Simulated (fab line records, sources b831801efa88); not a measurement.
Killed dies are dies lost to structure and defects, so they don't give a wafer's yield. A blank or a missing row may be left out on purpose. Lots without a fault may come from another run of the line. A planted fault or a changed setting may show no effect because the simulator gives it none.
One fault seen from 2 desks | flow gf180mcu | each desk has only its own numbers; what lay behind them comes last

THE TOOL OWNER'S DESK: rie_diel-01
The tool's own readings at GF_POLY_GATE_ETCH_12 (etches BARC in N2/H2): means of the sampled wafers that have a number, for each lot that ran on this tool. A lot is out of limits, marked OUT, if its mean lies more than 4 standard deviations from the usual mean; the brackets give that distance.
Columns: A = chamber_pressure_mTorr at GF_POLY_GATE_ETCH_12, usual 30.001 mTorr; B = drypump_motor_current_A at GF_POLY_GATE_ETCH_12, usual 5.6 A; C = oes_product_au at GF_POLY_GATE_ETCH_12, usual 0.736 a.u.; D = rf_fwd_power_W at GF_POLY_GATE_ETCH_12, usual 495.9 W; E = throttle_valve_pct at GF_POLY_GATE_ETCH_12, usual 13.214 %
lot  | first seen here | A      | B   | C     | D                       | E
L709 | day 9 10:24     | 30.016 | 5.3 | 0.736 | 496.3                   | 13.213
L715 | day 11 10:06    | 29.971 | 5.2 | 0.735 | 298.7 (-99) OUT         | 13.211
L719 | day 12 06:29    | 29.999 | 5.2 | 0.736 | 295.8 (-99 or more) OUT | 13.218
L728 | day 15 07:25    | 29.992 | 5.3 | 0.735 | 495.8                   | 13.220
L730 | day 15 23:56    | 30.020 | 5.4 | 0.738 | 496.4                   | 13.209
L732 | day 16 12:21    | 29.985 | 5.3 | 0.738 | 495.1                   | 13.210
This desk's finding: out of limits on L715, L719; first on L715, day 11 10:06 (rf_fwd_power_W at GF_POLY_GATE_ETCH_12). In limits: L709, L728, L730, L732.

THE METROLOGY DESK
What the gauges read, lot by lot, whatever tool the lot ran on: means of the sampled wafers that have a number. A lot is out of limits, marked OUT, if its mean lies more than 4 standard deviations from the usual mean; the brackets give that distance.
Columns: A = VT_IMPLANT_01_OVL at GF_VT_IMPLANT_OVL_MEAS_18, usual 1.0 nm; B = POLY_GATE_OXIDATION_THK at GF_POLY_GATE_THK_MEAS_17, usual 4.01 nm; C = cd_nm at GF_POLY_GATE_CD_MEAS_18, usual 279.4 nm
lot  | first seen here | A    | B    | C
L709 | day 6 09:52     | 1.6  | 4.06 | 280.9
L715 | day 8 00:48     | 1.5  | 4.06 | 284.2
L719 | day 8 22:38     | 2.1  | 3.99 | 285.1
L720 | day 9 06:00     | 1.2  | 4.00 | 279.1
L722 | day 9 18:38     | 1.5  | 4.01 | 278.2
L723 | day 10 05:47    | 1.1  | 4.07 | 281.7
L725 | day 10 20:32    | 1.2  | 3.92 | 280.1
L726 | day 10 22:05    | 1.6  | 4.01 | 278.5
L728 | day 11 13:54    | 2.8  | 4.02 | 281.4
L730 | day 12 03:33    | 0.3  | 3.99 | 280.3
L731 | day 12 09:15    | -2.7 | 3.85 | 277.5
L732 | day 12 14:39    | -0.1 | 3.89 | 279.8
This desk's finding: nothing out of limits on any of the 12 lots.

PUT TOGETHER
The tool owner's desk could have raised an alarm at day 11 10:06, on L715, L719.
The metrology desk saw nothing out of limits.
The metrology desk has L715, L719 on record, within its limits.
Of the lots named, all ran GF_POLY_GATE_ETCH_12 on rie_diel-01.

WHAT THE SIMULATOR HAD PUT IN
Process parameter drift: rie_diel-01, from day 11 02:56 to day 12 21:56, at GF_POLY_GATE_ETCH_12. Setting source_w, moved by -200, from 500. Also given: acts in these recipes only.
Lots struck among those shown: L715, L719.
Hours from the fault's start to each desk's first reading out of limits: the tool owner's desk, 7.
